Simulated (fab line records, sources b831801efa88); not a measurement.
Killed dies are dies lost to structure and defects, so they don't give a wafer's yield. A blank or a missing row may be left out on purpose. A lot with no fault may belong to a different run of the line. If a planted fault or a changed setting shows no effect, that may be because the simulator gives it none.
Which of the tools did it? | flow gf180mcu | 39 wafers from 13 lots sampled at 2 of the route's 602 steps

## WHAT EACH GAUGE READ, for each wafer
GF_V1_CD_MEAS_14: the cd target is 260 nm. Usual: cd nm at 260.0 nm, with a standard deviation of 1.1.
lot  | measured     | on        | cd nm (nm)        | flag
L781 | day 18 16:59 | cd sem-02 | 259.1 258.9 261.2 |
L782 | day 19 03:38 | cd sem-01 | 258.5 258.6 259.2 |
L783 | day 19 18:22 | cd sem-02 | 260.5 259.4 260.3 |
L784 | day 19 23:50 | cd sem-02 | 260.7 261.8 260.9 |
L786 | day 20 10:31 | cd sem-01 | 258.2 259.1 258.0 |
L787 | day 20 15:31 | cd sem-02 | 260.2 258.6 259.3 |
L788 | day 21 06:32 | cd sem-02 | 261.5 260.9 260.8 |
L789 | day 21 12:44 | cd sem-01 | 258.8 258.7 259.2 |
L790 | day 22 03:25 | cd sem-01 | 259.4 258.2 259.0 |
L793 | day 23 01:14 | cd sem-02 | 259.6 260.5 260.8 |
L794 | day 23 08:23 | cd sem-01 | 261.2 260.6 261.4 |
L795 | day 23 15:44 | cd sem-02 | 260.4 259.4 260.7 |
L803 | day 26 03:36 | cd sem-01 | 259.7 258.8 258.7 |

## WHICH TOOL RAN EACH LOT (tool, then ch and the chambers of the sampled wafers, then the start)
lot  | GF_V1_CVD_02
L781 | pecvd-03 ch 0,1, day 17 16:44
L782 | pecvd-03 ch 0,1, day 18 03:32
L783 | pecvd-03 ch 0,1,2, day 18 17:26
L784 | pecvd-04 ch 0,1,2, day 18 23:05
L786 | pecvd-01 ch 0,2, day 19 09:47
L787 | pecvd-04 ch 0,2, day 19 14:33
L788 | pecvd-03 ch 0,2, day 20 06:42
L789 | pecvd-01 ch 0,2, day 20 12:34
L790 | pecvd-01 ch 1,2, day 21 03:01
L793 | pecvd-04 ch 0,1,2, day 22 01:03
L794 | pecvd-01 ch 0,1,2, day 22 08:49
L795 | pecvd-04 ch 0,1,2, day 22 16:51
L803 | pecvd-01 ch 0,1, day 25 05:55
- GF_V1_CVD_02: deposits SiO2 from TEOS, target thk 850 nm, time 94.851 s.

## AS READ BY THE TOOLS THEMSELVES (means over the sampled wafers that have a number; for cases with no such wafer, the mark the record gives instead)
GF_V1_CVD_02. Usual: heater power w at 715 W, with a standard deviation of 100.
lot  | tool     | heater power w (W) | flag
L781 | pecvd-03 | 703                |
L782 | pecvd-03 | 628                |
L783 | pecvd-03 | 677                |
L784 | pecvd-04 | 766                |
L786 | pecvd-01 | 813                |
L787 | pecvd-04 | 727                |
L788 | pecvd-03 | 695                |
L789 | pecvd-01 | 767                |
L790 | pecvd-01 | 650                |
L793 | pecvd-04 | 758                |
L794 | pecvd-01 | 716                |
L795 | pecvd-04 | 759                |
L803 | pecvd-01 | 684                |

## THE ANSWER, worked out from the rows above alone
Rule: a lot is off if the mean of its wafers that have a number lies more than 3 standard deviations from the usual mean. A lot without any number at a reading at which 4 lots or more have one is off too. Where the step has rows for the other lots, those lots are counted as sound. The gauges are gone through in route order, then the tools' own readings, and for those a lot's mean is taken as printed above. At the first step where some lot is off, the reading lying furthest off is the one used; lots without a number count as furthest.
None of the lots is off at any reading shown; this tells nothing.

## WHAT THE SIMULATOR HAD INSERTED
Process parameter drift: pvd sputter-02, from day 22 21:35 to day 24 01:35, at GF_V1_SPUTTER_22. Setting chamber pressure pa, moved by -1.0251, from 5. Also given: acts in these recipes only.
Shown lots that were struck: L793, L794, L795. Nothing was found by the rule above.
